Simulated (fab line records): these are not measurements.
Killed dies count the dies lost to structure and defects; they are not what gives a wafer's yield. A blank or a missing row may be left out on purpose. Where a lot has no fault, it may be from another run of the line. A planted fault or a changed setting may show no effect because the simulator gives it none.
One fault seen from 2 desks + flow gf180mcu + only its own numbers are on each desk; what lay behind them is given at the end

## TOOL OWNER'S DESK, pvdSputter-02
At GF_MIM_SPUTTER_07 (material TiN, target thk 60 nm, time 50 s) the tool's own readings: per lot run on this tool, the mean of the sampled wafers that have a number. The brackets show how far a lot's mean lies from the usual mean; more than 4 standard deviations puts the lot out of limits, marked OUT.
Columns: A = throttleValvePct at GF_MIM_SPUTTER_07, usual 30.2 %
| lot  | first seen here | A    |
|------|-----------------|------|
| L771 | day 24 13:47    | 31.6 |
| L778 | day 26 22:22    | 31.2 |
| L780 | day 27 15:21    | 30.1 |
| L786 | day 29 05:43    | 30.5 |
| L789 | day 30 00:53    | 30.6 |
This desk's verdict: no lot among the 5 shows anything out of limits.

## THE METROLOGY DESK
Means of the sampled wafers that have a number, per lot and without regard to the tool the lot ran on: this is what the gauges read. The brackets show how far a lot's mean lies from the usual mean; more than 4 standard deviations puts the lot out of limits, marked OUT.
Columns: A = cdNm at GF_V5_CD_MEAS_14, usual 260.2 nm
| lot  | first seen here | A     |
|------|-----------------|-------|
| L771 | day 27 06:11    | 259.6 |
| L773 | day 28 02:40    | 259.3 |
| L776 | day 28 18:12    | 262.2 |
| L777 | day 29 05:29    | 259.1 |
| L778 | day 29 10:45    | 261.1 |
| L780 | day 30 03:16    | 259.8 |
| L783 | day 31 01:29    | 258.5 |
| L786 | day 31 14:23    | 259.7 |
| L787 | day 32 00:27    | 261.0 |
| L789 | day 32 06:46    | 259.7 |
| L792 | day 33 05:20    | 259.6 |
| L793 | day 33 09:55    | 260.4 |
This desk's verdict: no lot among the 12 shows anything out of limits.

## BROUGHT TOGETHER
Nothing out of limits was seen by the tool owner's desk.
The metrology desk saw nothing out of limits.

## WHAT THE SIMULATOR HAD PUT IN
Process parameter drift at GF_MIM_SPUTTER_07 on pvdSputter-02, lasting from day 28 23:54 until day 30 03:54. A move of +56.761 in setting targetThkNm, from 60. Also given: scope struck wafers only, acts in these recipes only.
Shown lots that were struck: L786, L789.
